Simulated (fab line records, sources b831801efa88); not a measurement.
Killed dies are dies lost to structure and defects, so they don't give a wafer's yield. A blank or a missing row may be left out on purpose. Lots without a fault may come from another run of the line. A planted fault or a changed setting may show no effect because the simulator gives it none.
fab line records | flow gf180mcu
record lots=5 wafers=15 last_day=34
route steps=602 shown M3@421 V3@429
lots that met no fault: from a run of the same line without faults
start_h: hours from the record's first day to the start of the lot's first wafer shown | wait_h: hours since the lot's step before | " the same as in the row above | L1.1+2: a row that stands for several wafers | - no value, or no start given | * or withheld: withheld | < > ~ a bound
route shown NAME@n: a module of which the file shows steps, and the number in the route of the first | usual: mean/standard deviation of fault-free wafers | same: alike in all rows | chamber/n: place in a boat | sites: the reading at each site | _std_site: their standard deviation | _edge_site: outer sites' mean less inner sites' | radius_mm: how far each site lies from the wafer's centre | mask NAME#n: copy n | behind: the tool/chamber that last shaped the wafer | hold: why the lot was held/for how many hours/how that ended | device: the transistor (n, p or np) that didn't switch | end of line: the same wafers' tests at the end of the route | a step without rows: its recipe alone | killed: dies lost to structure and defects at the first sort, not the wafer's yield | map: a wafer's dies, x killed, . not, _ none there
set.NAME: the setting as run; set.NAME@STEP: as run at that earlier step | model.NAME: the simulator's own value behind a step, which no gauge read
lots at some steps of the route; a table a step, a row a wafer
services: from which hour (start_h, from the record's first day; less than 0 if before it) a tool's chamber was out of use, for how many hours, and why
## steps
# step GF_M3_PEB_12
# recipe peb_temp_c=135 peb_time_s=90 resist=KrF
# usual chill_plate_temp_C=22.99/0.12
# same peb_time_s=90
# columns lot.wafer tool chamber start_h wait_h chill_plate_temp_C
L076.2 litho_track-02 0 - - 23.09
L076.3 " 0 " " 23.10
L076.5 " 0 " " 23.18
L079.2 litho_track-02 0 - - 22.92
L079.3 " 0 " " 22.98
L079.5 " 0 " " 22.91
L083.1 litho_track-04 0 - - 23.03
L083.2 " 0 " " 22.99
L083.4 " 0 " " 22.98
L092.2 litho_track-02 0 - - 22.94
L092.4 " 0 " " 23.06
L092.5 " 0 " " 22.84
L095.1 litho_track-04 0 - - 23.03
L095.5 " 0 " " 22.70
L095.6 " 0 " " 22.88
# step GF_M3_DEVELOP_13
# recipe develop_time_s=60 dev_temp_c=21
# usual chill_plate_temp_C=23.01/0.1
# columns lot.wafer tool chamber start_h wait_h chill_plate_temp_C
L076.2 litho_track-02 0 504.82 0.2 22.88
L076.3 " 0 " " 22.94
L076.5 " 0 " " 22.98
L079.2 litho_track-02 0 535.07 0.2 23.18
L079.3 " 0 " " 23.14
L079.5 " 0 " " 22.97
L083.1 litho_track-04 0 569.29 0.2 23.18
L083.2 " 0 " " 23.07
L083.4 " 0 " " 23.08
L092.2 litho_track-02 0 645.47 0.2 23.19
L092.4 " 0 " " 23.13
L092.5 " 0 " " 23.15
L095.1 litho_track-04 0 657.84 0.2 22.94
L095.5 " 0 " " 23.07
L095.6 " 0 " " 23.13
# step GF_M3_CD_MEAS_14
# recipe target_cd_nm=280
# usual cd_nm=280.1/1.1
# columns lot.wafer tool chamber start_h wait_h cd_nm
L076.2 cd_sem-01 - 504.97 0.1 281.0
L076.3 " - " " 280.2
L076.5 " - " " 280.0
L079.2 cd_sem-02 - 535.21 0.1 281.9
L079.3 " - " " 281.8
L079.5 " - " " 280.0
L083.1 cd_sem-01 - 569.44 0.1 279.6
L083.2 " - " " 280.7
L083.4 " - " " 279.1
L092.2 cd_sem-01 - 645.61 0.1 279.4
L092.4 " - " " 279.6
L092.5 " - " " 279.2
L095.1 cd_sem-02 - 657.99 0.1 281.8
L095.5 " - " " 282.4
L095.6 " - " " 282.3
# step GF_M3_OVL_MEAS_15
# usual M3_OVL=-2/5.1
# columns lot.wafer tool chamber start_h wait_h M3_OVL[nm]
L076.2 overlay-01 - 505.07 0.1 -6
L076.3 " - " " -10
L076.5 " - " " -8
L079.2 overlay-01 - 535.32 0.1 2
L079.3 " - " " 2
L079.5 " - " " -11
L083.1 overlay-02 - 569.56 0.1 3
L083.2 " - " " -3
L083.4 " - " " 4
L092.2 overlay-01 - 645.72 0.1 1
L092.4 " - " " -7
L092.5 " - " " -1
L095.1 overlay-02 - 658.11 0.1 -1
L095.5 " - " " -5
L095.6 " - " " -7
# step GF_M3_METAL_ETCH_16
# recipe chemistry=Cl2/BCl3 mask_material=KrF target_depth_nm=750.8 stop_on=SiO2 pressure_mtorr=8 icp_w=800 bias_w=140 Cl2_flow_sccm=80 bcl3_flow_sccm=40 time_s=125.1
# usual drypump_motor_current_A=5.7/0.41 oes_product_au=0.986/0.0098 throttle_valve_pct=28.235/0.014
# columns lot.wafer tool chamber start_h wait_h drypump_motor_current_A oes_product_au rf_hours_counter_h throttle_valve_pct
L076.2 rie_metal-02 0 505.10 0.0 4.8 0.999 6.5 28.226
L076.3 " 0 " " 4.8 0.996 - 28.237
L076.5 " 0 " " 4.8 1.000 - 28.218
L079.2 rie_metal-01 1 535.35 0.0 5.6 0.981 8.2 28.233
L079.3 " 0 " " 5.6 0.969 - 28.245
L079.5 " 0 " " 5.6 0.978 - 28.253
L083.1 rie_metal-01 1 569.60 0.0 5.7 0.987 9.1 28.240
L083.2 " 0 " " 5.6 0.982 10.3 28.244
L083.4 " 0 " " 5.6 0.981 - 28.231
L092.2 rie_metal-01 0 645.75 0.0 5.6 0.970 13.0 28.242
L092.4 " 0 " " 5.7 0.978 - 28.249
L092.5 " 1 " " 5.7 0.977 - 28.249
L095.1 rie_metal-04 0 658.14 0.0 6.1 0.995 14.2 28.223
L095.5 " 0 " " 6.1 0.998 - 28.217
L095.6 " 0 " " 6.2 0.999 - 28.225
# step GF_M3_STRIP_17
# recipe chemistry=O2/N2 power_w=1400 pressure_mtorr=1500 platen_temp_c=250 o2_flow_sccm=3000 n2_flow_sccm=300 overash_fraction=0.5
# usual drypump_motor_current_A=5.8/0.37 heater_power_w=346/32 oes_product_au=0.531/0.0059 strip_time_to_endpoint_s=7.23/0.089
# columns lot.wafer tool chamber start_h wait_h drypump_motor_current_A heater_power_w oes_product_au rf_hours_counter_h strip_time_to_endpoint_s
L076.2 plasma_asher-02 0 505.23 0.1 5.6 345 0.526 8 7.14
L076.3 " 1 " " 5.5 252 0.539 - 7.20
L076.5 " 1 " " 5.5 257 0.528 - 7.20
L079.2 plasma_asher-04 1 535.48 0.1 5.9 369 0.536 90 7.30
L079.3 " 1 " " 5.9 371 0.536 - 7.39
L079.5 " 1 " " 5.9 365 0.532 - 7.34
L083.1 plasma_asher-03 0 569.73 0.1 5.5 363 0.525 80 7.27
L083.2 " 1 " " 6.3 346 0.531 80 7.30
L083.4 " 1 " " 6.3 343 0.533 - 7.27
L092.2 plasma_asher-03 0 645.88 0.1 5.5 360 0.537 88 7.35
L092.4 " 0 " " 5.5 367 0.538 - 7.34
L092.5 " 1 " " 6.3 348 0.532 - 7.34
L095.1 plasma_asher-03 1 658.40 0.2 6.3 352 0.516 90 7.10
L095.5 " 1 " " 6.3 355 0.522 - 7.11
L095.6 " 0 " " 5.4 357 0.533 - 7.11
# step GF_M3_STRIP_18
# recipe chemistry=post_etch_residue_remover time_s=1200 temp_c=72.5
# columns lot.wafer tool chamber start_h wait_h
L076.2+3+5 wet_bench-01 3 505.33 0.1
L079.2+3+5 wet_bench-04 3 535.58 0.1
L083.1+2+4 wet_bench-04 1 569.83 0.1
L092.2+4+5 wet_bench-01 3 645.98 0.1
L095.1+5+6 wet_bench-02 2 658.50 0.1
# step GF_M3_CLEAN_19
# recipe chemistry=DIW dry=n2_spin
# columns lot.wafer tool chamber start_h wait_h
L076.2+3+5 wet_bench-04 2 505.67 0.0
L079.2+3+5 wet_bench-02 0 535.92 0.0
L083.1+2+4 wet_bench-04 0 570.20 0.0
L092.2+4+5 wet_bench-02 3 646.35 0.0
L095.1+5+6 wet_bench-01 2 658.85 0.0
# step GF_V3_CVD_00
# recipe material=SiO2 target_thk_nm=600 sigma_open_frac=0.3 temp_c=400 time_s=100 sih4_flow_sccm=60 pressure_mtorr=6
# usual pressure_mtorr=5.999/0.013
# columns lot.wafer tool chamber start_h wait_h pressure_mtorr
L076.2 hdpcvd-02 0 505.76 0.0 5.996
L076.3 " 2 " " 6.001
L076.5 " 2 " " 5.990
L079.2 hdpcvd-02 2 536.01 0.0 5.984
L079.3 " 1 " " 6.000
L079.5 " 1 " " 6.002
L083.1 hdpcvd-02 0 570.30 0.0 6.011
L083.2 " 2 " " 6.004
L083.4 " 1 " " 5.979
L092.2 hdpcvd-02 1 646.44 0.0 5.989
L092.4 " 0 " " 6.027
L092.5 " 2 " " 5.987
L095.1 hdpcvd-01 1 658.94 0.0 6.011
L095.5 " 1 " " 6.002
L095.6 " 0 " " 6.001
# step GF_V3_THK_MEAS_01
# recipe reads=SiO2_of_V3_CVD_00
# usual V3_CVD_00_THK=599/7.9
# columns lot.wafer tool chamber start_h wait_h V3_CVD_00_THK[nm]
L076.2 film_metro-04 - 505.85 0.0 610
L076.3 " - " " 599
L076.5 " - " " 605
L079.2 film_metro-04 - 536.10 0.0 600
L079.3 " - " " 619
L079.5 " - " " 611
L083.1 film_metro-02 - 570.37 0.0 592
L083.2 " - " " 600
L083.4 " - " " 594
L092.2 film_metro-01 - 646.53 0.0 591
L092.4 " - " " 596
L092.5 " - " " 590
L095.1 film_metro-01 - 659.01 0.0 597
L095.5 " - " " 595
L095.6 " - " " 609
# step GF_V3_CVD_02
# recipe material=SiO2 target_thk_nm=850 precursor=TEOS temp_c=400 time_s=94.851 rf_w=600
# usual heater_power_w=613/76
# columns lot.wafer tool chamber start_h wait_h heater_power_w
L076.2 pecvd-01 1 505.90 0.0 577
L076.3 " 0 " " 625
L076.5 " 2 " " 569
L079.2 pecvd-01 1 536.15 0.0 641
L079.3 " 2 " " 493
L079.5 " 2 " " 534
L083.1 pecvd-01 0 570.43 0.1 600
L083.2 " 1 " " 734
L083.4 " 2 " " 469
L092.2 pecvd-04 1 646.58 0.0 715
L092.4 " 1 " " 761
L092.5 " 2 " " 619
L095.1 pecvd-03 1 659.07 0.1 579
L095.5 " 1 " " 617
L095.6 " 0 " " 688
# step GF_V3_THK_MEAS_03
# recipe reads=SiO2_of_V3_CVD_02
# usual V3_CVD_02_THK=853/14
# columns lot.wafer tool chamber start_h wait_h V3_CVD_02_THK[nm]
L076.2 film_metro-01 - 505.98 0.0 858
L076.3 " - " " 859
L076.5 " - " " 848
L079.2 film_metro-01 - 536.23 0.0 854
L079.3 " - " " 858
L079.5 " - " " 863
L083.1 film_metro-04 - 570.50 0.0 872
L083.2 " - " " 871
L083.4 " - " " 871
L092.2 film_metro-04 - 646.66 0.0 834
L092.4 " - " " 844
L092.5 " - " " 841
L095.1 film_metro-02 - 659.14 0.0 823
L095.5 " - " " 828
L095.6 " - " " 834
# step GF_V3_CMP_04
# recipe material=SiO2 down_force_psi=4 platen_rpm=60 pad_velocity_m_s=0.94248
# usual head_pressure_psi=4.000/0.0092 motor_current_A=12.3/1.1 time_to_endpoint_s=79/7.6
# columns lot.wafer tool chamber start_h wait_h head_pressure_psi motor_current_A time_to_endpoint_s
L076.3 cmp-02 0 506.08 0.1 4.000 12.6 81
L076.2 " 1 " " 4.014 14.1 74
L076.5 " 0 " " 3.991 12.1 83
L079.2 cmp-01 3 536.28 0.0 4.010 12.0 82
L079.3 " 0 " " 4.000 11.8 92
L079.5 " 3 " " 4.010 11.9 86
L083.4 cmp-01 2 570.56 0.0 4.007 12.0 93
L083.2 " 3 " " 3.986 12.1 89
L083.1 " 1 " " 4.012 13.3 88
L092.4 cmp-01 0 646.81 0.1 4.010 11.7 79
L092.2 " 1 " " 4.005 13.2 64
L092.5 " 2 " " 4.006 11.6 73
L095.1 cmp-02 0 659.25 0.1 3.990 12.8 71
L095.6 " 3 " " 3.995 11.5 69
L095.5 " 0 " " 3.988 11.9 74
# step GF_V3_BOW_MEAS_05
# recipe mode=bow
# usual V3_BOW=118/7.5
# columns lot.wafer tool chamber start_h wait_h V3_BOW[um]
L076.2 film_metro-01 - 506.35 0.2 120
L076.3 " - " " 124
L076.5 " - " " 120
L079.2 film_metro-02 - 536.60 0.3 117
L079.3 " - " " 113
L079.5 " - " " 120
L083.1 film_metro-01 - 570.86 0.1 129
L083.2 " - " " 126
L083.4 " - " " 122
L092.2 film_metro-02 - 647.03 0.1 129
L092.4 " - " " 118
L092.5 " - " " 117
L095.1 film_metro-01 - 659.50 0.2 113
L095.5 " - " " 112
L095.6 " - " " 118
# step GF_V3_DEHYDRATE_06
# recipe temp_c=200 time_s=60
# usual chill_plate_temp_C=23.01/0.1
# columns lot.wafer tool chamber start_h wait_h chill_plate_temp_C
L076.2 litho_track-01 0 517.02 10.7 22.95
L076.3 " 0 " " 23.06
L076.5 " 0 " " 22.80
L079.2 litho_track-04 0 547.42 10.8 22.89
L079.3 " 0 " " 22.89
L079.5 " 0 " " 22.78
L083.1 litho_track-04 0 580.89 10.0 23.09
L083.2 " 0 " " 22.96
L083.4 " 0 " " 22.95
L092.2 litho_track-01 0 656.52 9.5 23.02
L092.4 " 0 " " 22.95
L092.5 " 0 " " 22.94
L095.1 litho_track-04 0 668.99 9.5 22.87
L095.5 " 0 " " 23.02
L095.6 " 0 " " 22.96
# step GF_V3_HMDS_07
# recipe prime_time_s=60 prime_temp_c=120
# usual chill_plate_temp_C=22.99/0.099
# columns lot.wafer tool chamber start_h wait_h chill_plate_temp_C
L076.2 litho_track-01 0 517.17 0.1 22.96
L076.3 " 0 " " 23.09
L076.5 " 0 " " 23.07
L079.2 litho_track-04 0 547.57 0.1 22.96
L079.3 " 0 " " 23.13
L079.5 " 0 " " 22.78
L083.1 litho_track-04 0 581.04 0.1 22.85
L083.2 " 0 " " 22.87
L083.4 " 0 " " 22.83
L092.2 litho_track-01 0 656.67 0.1 22.97
L092.4 " 0 " " 22.96
L092.5 " 0 " " 23.06
L095.1 litho_track-04 0 669.14 0.1 22.97
L095.5 " 0 " " 23.00
L095.6 " 0 " " 22.89
# step GF_V3_COAT_08
# recipe resist=BARC temp_c=withheld time_s=withheld spin_rpm=withheld resist_thk_nm=withheld
# usual chill_plate_temp_C=*
# columns lot.wafer tool chamber start_h wait_h chill_plate_temp_C
L076.2 litho_track-01 0 517.32 0.1 *
L076.3 " 0 " " *
L076.5 " 0 " " *
L079.2 litho_track-04 0 547.72 0.1 *
L079.3 " 0 " " *
L079.5 " 0 " " *
L083.1 litho_track-04 0 581.19 0.1 *
L083.2 " 0 " " *
L083.4 " 0 " " *
L092.2 litho_track-01 0 656.82 0.1 *
L092.4 " 0 " " *
L092.5 " 0 " " *
L095.1 litho_track-04 0 669.29 0.1 *
L095.5 " 0 " " *
L095.6 " 0 " " *
# step GF_V3_COAT_09
# recipe resist=KrF spin_rpm=withheld resist_thk_nm=1000
# usual chill_plate_temp_C=23.02/0.095
# columns lot.wafer tool chamber start_h wait_h chill_plate_temp_C
L076.2 litho_track-01 0 - - 23.20
L076.3 " 0 " " 23.11
L076.5 " 0 " " 23.12
L079.2 litho_track-04 0 - - 23.06
L079.3 " 0 " " 22.99
L079.5 " 0 " " 23.02
L083.1 litho_track-04 0 - - 23.06
L083.2 " 0 " " 22.93
L083.4 " 0 " " 22.90
L092.2 litho_track-01 0 - - 22.90
L092.4 " 0 " " 23.09
L092.5 " 0 " " 23.21
L095.1 litho_track-04 0 - - 22.99
L095.5 " 0 " " 22.97
L095.6 " 0 " " 23.05
# step GF_V3_SOFTBAKE_10
# recipe temp_c=130 time_s=60 resist=KrF
# usual chill_plate_temp_C=23.00/0.095
# columns lot.wafer tool chamber start_h wait_h chill_plate_temp_C
L076.2 litho_track-01 0 - - 23.02
L076.3 " 0 " " 23.00
L076.5 " 0 " " 23.01
L079.2 litho_track-04 0 - - 23.10
L079.3 " 0 " " 22.84
L079.5 " 0 " " 22.88
L083.1 litho_track-04 0 - - 22.90
L083.2 " 0 " " 22.80
L083.4 " 0 " " 22.94
L092.2 litho_track-01 0 - - 23.02
L092.4 " 0 " " 22.81
L092.5 " 0 " " 22.90
L095.1 litho_track-04 0 - - 22.91
L095.5 " 0 " " 22.93
L095.6 " 0 " " 22.99
# step GF_V3_EXPOSE_11
# recipe mask_id=Via3 target_cd_nm=260 na=0.68 source_shape=conventional sigma_outer=0.6 dose_mj=38
# usual focus_offset_nm=0.0/0.47
# columns lot.wafer tool chamber start_h wait_h mask focus_offset_nm
L076.2 krf_scanner-01 0 - - Via3#0 0.7
L076.3 " 0 " " Via3#0 0.4
L076.5 " 0 " " Via3#0 -0.1
L079.2 krf_scanner-01 0 - - Via3#0 -0.4
L079.3 " 0 " " Via3#0 -1.0
L079.5 " 0 " " Via3#0 -0.4
L083.1 krf_scanner-02 0 - - Via3#0 0.2
L083.2 " 0 " " Via3#0 -0.2
L083.4 " 0 " " Via3#0 0.2
L092.2 krf_scanner-01 0 - - Via3#0 -0.6
L092.4 " 0 " " Via3#0 -0.2
L092.5 " 0 " " Via3#0 0.5
L095.1 krf_scanner-01 0 - - Via3#0 0.9
L095.5 " 0 " " Via3#0 0.3
L095.6 " 0 " " Via3#0 0.0
# step GF_V3_PEB_12
# recipe peb_temp_c=135 peb_time_s=90 resist=KrF
# usual chill_plate_temp_C=22.97/0.1
# same peb_time_s=90
# columns lot.wafer tool chamber start_h wait_h chill_plate_temp_C
L076.2 litho_track-01 0 - - 23.02
L076.3 " 0 " " 23.04
L076.5 " 0 " " 23.00
L079.2 litho_track-04 0 - - 23.03
L079.3 " 0 " " 22.97
L079.5 " 0 " " 23.11
L083.1 litho_track-03 0 - - 23.07
L083.2 " 0 " " 23.10
L083.4 " 0 " " 22.93
L092.2 litho_track-01 0 - - 22.98
L092.4 " 0 " " 22.97
L092.5 " 0 " " 22.92
L095.1 litho_track-01 0 - - 23.07
L095.5 " 0 " " 22.99
L095.6 " 0 " " 23.12
# step GF_V3_DEVELOP_13
# recipe develop_time_s=57.17 resist=KrF dev_temp_c=21
# usual chill_plate_temp_C=23.02/0.11
# columns lot.wafer tool chamber start_h wait_h chill_plate_temp_C
L076.2 litho_track-01 0 528.67 0.2 22.83
L076.3 " 0 " " 22.81
L076.5 " 0 " " 22.84
L079.2 litho_track-04 0 559.52 0.2 23.06
L079.3 " 0 " " 22.89
L079.5 " 0 " " 23.10
L083.1 litho_track-03 0 592.68 0.2 23.07
L083.2 " 0 " " 23.14
L083.4 " 0 " " 23.14
L092.2 litho_track-01 0 666.02 0.2 22.94
L092.4 " 0 " " 23.05
L092.5 " 0 " " 23.03
L095.1 litho_track-01 0 678.65 0.2 23.09
L095.5 " 0 " " 23.25
L095.6 " 0 " " 23.02
# step GF_V3_CD_MEAS_14
# recipe target_cd_nm=260
# usual cd_nm=259.8/1.2
# columns lot.wafer tool chamber start_h wait_h cd_nm
L076.2 cd_sem-02 - 528.82 0.1 260.2
L076.3 " - " " 259.5
L076.5 " - " " 260.4
L079.2 cd_sem-01 - 559.66 0.1 258.7
L079.3 " - " " 258.4
L079.5 " - " " 260.2
L083.1 cd_sem-01 - 592.83 0.1 260.8
L083.2 " - " " 261.2
L083.4 " - " " 260.6
L092.2 cd_sem-02 - 666.17 0.1 259.8
L092.4 " - " " 259.2
L092.5 " - " " 259.8
L095.1 cd_sem-01 - 678.80 0.1 258.1
L095.5 " - " " 257.8
L095.6 " - " " 257.1
# step GF_V3_OVL_MEAS_15
# usual V3_OVL=0/6.8
# columns lot.wafer tool chamber start_h wait_h V3_OVL[nm]
L076.2 overlay-02 - 528.93 0.1 -3
L076.3 " - " " -11
L076.5 " - " " -3
L079.2 overlay-01 - 559.77 0.1 1
L079.3 " - " " -2
L079.5 " - " " 5
L083.1 overlay-01 - 592.95 0.1 -2
L083.2 " - " " -1
L083.4 " - " " -2
L092.2 overlay-02 - 666.27 0.1 8
L092.4 " - " " 8
L092.5 " - " " 1
L095.1 overlay-02 - 678.92 0.1 -5
L095.5 " - " " 1
L095.6 " - " " -2
# step GF_V3_ETCH_16
# recipe chemistry=N2/H2 target_depth_a=withheld overetch_a=withheld time_s=withheld target=BARC ion_energy_ev=200 source_w=500 bias_w=100 pressure_mtorr=30 n2_flow_sccm=100 h2_flow_sccm=200
# usual drypump_motor_current_A=5.8/0.35 oes_product_au=0.855/0.0047 throttle_valve_pct=13.225/0.0092
# columns lot.wafer tool chamber start_h wait_h drypump_motor_current_A oes_product_au throttle_valve_pct
L076.2 rie_diel-04 2 528.96 0.0 5.9 0.856 13.210
L076.3 " 1 " " 6.3 0.863 13.224
L076.5 " 1 " " 6.3 0.858 13.227
L079.2 rie_diel-03 3 559.80 0.0 5.5 0.854 13.220
L079.3 " 2 " " 6.3 0.855 13.228
L079.5 " 0 " " 5.2 0.853 13.233
L083.1 rie_diel-03 3 592.98 0.0 5.5 0.851 13.249
L083.2 " 0 " " 5.2 0.860 13.222
L083.4 " 1 " " 5.9 0.861 13.235
L092.2 rie_diel-01 1 666.30 0.0 5.6 0.852 13.216
L092.4 " 0 " " 5.8 0.856 13.219
L092.5 " 2 " " 5.5 0.846 13.241
L095.1 rie_diel-03 3 678.95 0.0 5.5 0.849 13.239
L095.5 " 2 " " 6.3 0.853 13.236
L095.6 " 1 " " 5.9 0.853 13.232
# step GF_V3_ETCH_17
# recipe chemistry=C4F8/O2/Ar mask_material=KrF target=SiO2 stop_on=TiN source_w=1500 bias_w=1200 pressure_mtorr=40 c4f8_flow_sccm=withheld O2_flow_sccm=6 Ar_flow_sccm=300 time_s=withheld target_depth_a=6350
# usual oes_product_au=0.856/0.0047
# columns lot.wafer tool chamber start_h wait_h oes_product_au
L076.2 rie_diel-04 2 - - 0.853
L076.3 " 1 " " 0.854
L076.5 " 1 " " 0.852
L079.2 rie_diel-03 3 - - 0.857
L079.3 " 2 " " 0.860
L079.5 " 0 " " 0.855
L083.1 rie_diel-03 3 - - 0.853
L083.2 " 0 " " 0.854
L083.4 " 1 " " 0.860
L092.2 rie_diel-01 1 - - 0.851
L092.4 " 0 " " 0.857
L092.5 " 2 " " 0.860
L095.1 rie_diel-03 3 - - 0.856
L095.5 " 2 " " 0.859
L095.6 " 1 " " 0.859
# step GF_V3_STRIP_18
# recipe chemistry=O2/N2 power_w=1400 pressure_mtorr=1500 platen_temp_c=250 o2_flow_sccm=3000 n2_flow_sccm=300 overash_fraction=0.5
# usual drypump_motor_current_A=5.51/0.26 heater_power_w=347/48 oes_product_au=0.592/0.0055
# columns lot.wafer tool chamber start_h wait_h drypump_motor_current_A heater_power_w oes_product_au rf_hours_counter_h
L076.2 plasma_asher-04 1 529.08 - 5.94 361 0.595 89
L076.3 " 0 " " 5.48 360 0.595 -
L076.5 " 0 " " 5.47 363 0.598 -
L079.2 plasma_asher-02 0 559.92 - 5.58 331 0.598 13
L079.3 " 1 " " 5.54 256 0.588 -
L079.5 " 0 " " 5.58 337 0.593 -
L083.1 plasma_asher-02 0 593.11 - 5.57 339 0.594 17
L083.2 " 1 " " 5.54 252 0.591 17
L083.4 " 0 " " 5.58 342 0.589 -
L092.2 plasma_asher-04 0 666.43 - 5.45 357 0.584 105
L092.4 " 1 " " 5.98 368 0.594 -
L092.5 " 0 " " 5.48 359 0.595 -
L095.1 plasma_asher-01 1 679.08 - 5.06 422 0.600 56
L095.5 " 0 " " 5.58 331 0.588 -
L095.6 " 1 " " 5.08 418 0.597 -
# step GF_V3_STRIP_19
# recipe chemistry=post_etch_residue_remover time_s=1200 temp_c=72.5
# columns lot.wafer tool chamber start_h wait_h
L076.2+3+5 wet_bench-02 2 529.18 0.1
L079.2+3+5 wet_bench-04 3 560.02 0.1
L083.1+2+4 wet_bench-04 2 593.21 0.1
L092.2+4+5 wet_bench-04 2 666.53 0.1
L095.1+5+6 wet_bench-04 1 679.18 0.1
# step GF_V3_CLEAN_20
# recipe chemistry=DIW dry=n2_spin
# columns lot.wafer tool chamber start_h wait_h
L076.2+3+5 wet_bench-03 2 529.53 0.0
L079.2+3+5 wet_bench-02 1 560.40 0.0
L083.1+2+4 wet_bench-03 3 593.55 0.0
L092.2+4+5 wet_bench-02 3 666.87 0.0
L095.1+5+6 wet_bench-02 3 679.52 0.0
# step GF_V3_SPUTTER_21
# recipe material=Ti target_thk_nm=15 chamber_pressure_pa=5 power_w=2500 substrate_temp_c=200 time_s=80.02
# usual throttle_valve_pct=30.4/0.77
# columns lot.wafer tool chamber start_h wait_h throttle_valve_pct
L076.2 pvd_sputter-02 - 529.62 0.0 30.7
L076.3 " - " " 30.9
L076.5 " - " " 31.0
L079.2 pvd_sputter-01 - 560.49 0.0 29.0
L079.3 " - " " 30.2
L079.5 " - " " 29.0
L083.1 pvd_sputter-01 - 593.74 0.0 29.0
L083.2 " - " " 29.0
L083.4 " - " " 30.6
L092.2 pvd_sputter-02 - 666.97 0.0 30.8
L092.4 " - " " 30.8
L092.5 " - " " 31.1
L095.1 pvd_sputter-04 - 679.62 0.0 30.4
L095.5 " - " " 31.7
L095.6 " - " " 29.9
# step GF_V3_SPUTTER_22
# recipe material=TiN target_thk_nm=10 chamber_pressure_pa=5 power_w=4000 time_s=40
# usual throttle_valve_pct=30.4/0.79
# columns lot.wafer tool chamber start_h wait_h throttle_valve_pct
L076.2 pvd_sputter-02 - 529.68 0.0 30.8
L076.3 " - " " 30.6
L076.5 " - " " 31.0
L079.2 pvd_sputter-01 - 560.55 0.0 28.9
L079.3 " - " " 30.2
L079.5 " - " " 29.2
L083.1 pvd_sputter-01 - 593.80 0.0 29.4
L083.2 " - " " 28.8
L083.4 " - " " 30.6
L092.2 pvd_sputter-02 - 667.03 0.0 30.8
L092.4 " - " " 31.2
L092.5 " - " " 31.0
L095.1 pvd_sputter-04 - 679.69 0.0 30.4
L095.5 " - " " 31.6
L095.6 " - " " 29.7
# step GF_V3_CVD_23
# recipe material=W target_thk_nm=350 time_s=104.9 temp_c=400 pressure_torr=40
# usual heater_power_w=881/110
# columns lot.wafer tool chamber start_h wait_h heater_power_w
L076.2 cvd_w-02 1 529.72 0.0 981
L076.3 " 0 " " 801
L076.5 " 0 " " 775
L079.2 cvd_w-02 0 560.59 0.0 785
L079.3 " 1 " " 1000
L079.5 " 0 " " 782
L083.1 cvd_w-01 0 593.84 0.0 974
L083.2 " 1 " " 761
L083.4 " 1 " " 753
L092.2 cvd_w-01 0 667.07 0.0 990
L092.4 " 1 " " 754
L092.5 " 0 " " 988
L095.1 cvd_w-02 1 679.72 0.0 995
L095.5 " 0 " " 788
L095.6 " 1 " " 995
# step GF_V3_RS_MEAS_24
# recipe thk_meas_gauge=four-point-probe reads=W_of_V3_CVD_23+TiN_of_V3_SPUTTER_22+Ti_of_V3_SPUTTER_21
# usual V3_W_RS=0.329/0.0049
# columns lot.wafer tool chamber start_h wait_h V3_W_RS[ohm/sq]
L076.2 film_metro-04 - 529.85 0.1 0.325
L076.3 " - " " 0.323
L076.5 " - " " 0.323
L079.2 film_metro-02 - 560.72 0.1 0.323
L079.3 " - " " 0.333
L079.5 " - " " 0.321
L083.1 film_metro-04 - 593.95 0.1 0.328
L083.2 " - " " 0.329
L083.4 " - " " 0.334
L092.2 film_metro-04 - 667.20 0.1 0.334
L092.4 " - " " 0.333
L092.5 " - " " 0.328
L095.1 film_metro-04 - 679.84 0.1 0.328
L095.5 " - " " 0.321
L095.6 " - " " 0.327
# step GF_V3_THK_MEAS_25
# recipe thk_meas_gauge=xrf reads=W_of_V3_CVD_23
# usual V3_W_THK=348/5.9
# columns lot.wafer tool chamber start_h wait_h V3_W_THK[nm]
L076.2 film_metro-04 - 529.96 0.1 354
L076.3 " - " " 353
L076.5 " - " " 355
L079.2 film_metro-02 - 560.83 0.1 355
L079.3 " - " " 342
L079.5 " - " " 354
L083.1 film_metro-04 - 594.07 0.1 347
L083.2 " - " " 350
L083.4 " - " " 345
L092.2 film_metro-04 - 667.31 0.1 350
L092.4 " - " " 350
L092.5 " - " " 353
L095.1 film_metro-04 - 679.96 0.1 348
L095.5 " - " " 358
L095.6 " - " " 351
# step GF_V3_CMP_26
# recipe stop_on=SiO2 down_force_psi=3.5 platen_rpm=60 t_overpolish_s=15 target_thk_nm=0 pad_velocity_m_s=0.94248
# usual head_pressure_psi=3.501/0.0078 motor_current_A=11.2/0.81 overpolish_run_s=15.001/0.0095 time_to_endpoint_s=83/4.4
# columns lot.wafer tool chamber start_h wait_h head_pressure_psi motor_current_A overpolish_run_s time_to_endpoint_s
L076.2 cmp-02 1 530.01 0.0 3.494 13.7 15.004 78
L076.3 " 3 " " 3.505 9.9 15.009 82
L076.5 " 1 " " 3.499 13.0 15.028 80
L079.3 cmp-01 1 560.98 0.1 3.512 11.9 15.006 80
L079.2 " 2 " " 3.495 9.8 14.989 86
L079.5 " 0 " " 3.495 10.9 15.002 90
L083.4 cmp-01 1 594.18 0.1 3.503 11.7 14.983 85
L083.2 " 2 " " 3.507 10.7 15.014 89
L083.1 " 3 " " 3.494 11.2 14.998 83
L092.2 cmp-01 0 667.36 0.0 3.495 10.2 15.007 87
L092.4 " 1 " " 3.498 11.3 14.997 83
L092.5 " 1 " " 3.503 11.6 15.009 81
L095.1 cmp-01 2 680.02 0.1 3.496 10.7 15.001 84
L095.6 " 2 " " 3.506 10.6 15.003 85
L095.5 " 3 " " 3.494 11.2 14.994 84
## services
# columns tool chamber start_h hours kind
wet_bench-02 - 485.83 1.2 repair
cvd_w-02 0 506.87 4.0 repair
cmp-02 - 516.91 0.6 repair
pecvd-01 0 517.89 2.4 repair
krf_scanner-01 - 520.71 4.4 pm
pvd_sputter-01 - 525.14 7.5 repair
krf_scanner-01 - 525.72 1.0 pm
krf_scanner-01 - 531.27 1.3 pm
hdpcvd-02 - 539.25 15.0 pm
rie_diel-03 3 545.44 1.8 repair
cmp-01 - 551.87 8.7 pm
pvd_sputter-02 - 556.04 0.9 repair
krf_scanner-01 - 568.01 0.8 pm
wet_bench-02 - 570.00 1.9 pm
hdpcvd-02 - 571.44 0.9 repair
cmp-01 - 572.00 4.0 pm
cmp-01 - 574.24 2.2 repair
rie_diel-03 1 599.07 5.2 repair
cmp-01 - 605.53 1.4 repair
cmp-01 - 623.81 1.3 repair
rie_diel-03 1 630.14 6.0 repair
cmp-01 - 638.51 0.9 repair
krf_scanner-01 - 642.89 3.6 pm
krf_scanner-01 - 673.16 0.6 repair
## key
fault none
